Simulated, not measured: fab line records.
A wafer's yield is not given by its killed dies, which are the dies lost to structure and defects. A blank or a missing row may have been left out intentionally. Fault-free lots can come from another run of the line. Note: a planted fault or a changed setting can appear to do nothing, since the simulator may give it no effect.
Matching of chambers    flow sky130    SKY_FIELD_ISO_ETCH_14 on rieDiel-04 has 4 sister chambers
The step etches BARC in N2/H2, stops on SiO2, time 45.9 s, target depth 60 nm. 4 wafers are shown with their chamber, then 8 later ones without.

## EACH WAFER AND ITS CHAMBER
wafer   chamber  throttleValvePct (%)
L085.4  1        13.219
L087.1  0        13.223
L087.5  3        13.213
L091.1  2        13.215

## WAFERS MISSING THEIR CHAMBER
wafer   throttleValvePct (%)
L091.2  13.237
L091.5  13.242
L093.1  13.210
L093.3  13.233
L093.4  13.224
L094.3  13.227
L094.4  13.235
L094.6  13.213

## WHICH CHAMBER EACH WENT THROUGH
wafer   from the rows above                in truth
L091.2  can't be placed: 0 or 1 or 2 or 3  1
L091.5  can't be placed: 0 or 1 or 2 or 3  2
L093.1  can't be placed: 3 or 2 or 1 or 0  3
L093.3  can't be placed: 0 or 1 or 2 or 3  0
L093.4  can't be placed: 0 or 1 or 2 or 3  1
L094.3  can't be placed: 0 or 1 or 2 or 3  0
L094.4  can't be placed: 0 or 1 or 2 or 3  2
L094.6  can't be placed: 3 or 2 or 1 or 0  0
0 of 8 placed correctly. Cannot be placed on the basis of these rows: 8; the candidates contain the true chamber in 8. Wrongly placed: 0.
How it was worked out, from the rows above alone: a wafer's distance from a chamber is the root of the sum, over the readings, of the square of ((its reading less the chamber's mean) divided by the reading's scatter). The wafer belongs to the nearest chamber; if the next one is less than 2 further off, it can't be placed. The mean given for a chamber averages the wafers shown for that chamber. The scatter (one wafer shown for each chamber): square how far every hidden wafer sits from the nearest shown wafer, average those squares and take the square root.
